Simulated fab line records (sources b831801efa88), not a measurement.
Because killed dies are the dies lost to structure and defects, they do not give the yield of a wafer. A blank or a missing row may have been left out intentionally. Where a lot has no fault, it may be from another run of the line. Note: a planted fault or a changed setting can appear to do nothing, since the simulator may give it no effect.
Matching of chambers ; flow gf180mcu ; GF_CONTACT_ETCH_16 on rie_diel-02: 4 sister chambers
The step etches BARC in N2/H2. 8 wafers are shown with their chamber, then 7 later ones without.

== WAFERS, EACH WITH ITS CHAMBER ==
wafer;chamber;drypump_motor_current_A (A);throttle_valve_pct (%)
L814.1;1;5.0;13.223
L814.2;2;5.7;13.218
L814.3;3;5.5;13.231
L822.2;0;5.6;13.230
L822.4;1;5.0;13.243
L822.6;0;5.6;13.215
L823.1;2;5.8;13.219
L823.4;3;5.5;13.211

== WAFERS WHOSE CHAMBER IS MISSING ==
wafer;drypump_motor_current_A (A);throttle_valve_pct (%)
L823.5;5.7;13.234
L824.1;5.0;13.235
L824.2;5.5;13.228
L824.6;5.0;13.231
L828.2;5.0;13.216
L828.4;5.5;13.219
L828.5;5.5;13.223

== CHAMBER TAKEN BY EACH ==
wafer;from the rows above;in truth
L823.5;can't be placed: 2 or 0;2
L824.1;1;1
L824.2;3;3
L824.6;1;1
L828.2;1;1
L828.4;3;3
L828.5;3;3
Correctly placed: 6 of 7. These rows do not allow placing 1 (true chamber among the candidates in 1). Number placed wrongly: 0.
How it was worked out, from the rows above alone: a wafer's distance from a chamber is the root of the sum, over the readings, of the square of ((its reading less the chamber's mean) divided by the reading's scatter). If the next closest chamber is less than 2 further off than the closest, the wafer can't be placed; otherwise it belongs to the closest. A chamber's mean is the mean of its shown wafers. The scatter is the square root of a quotient: the sum, over the shown wafers, of each reading's squared deviation from its chamber's mean, divided by wafers minus chambers.
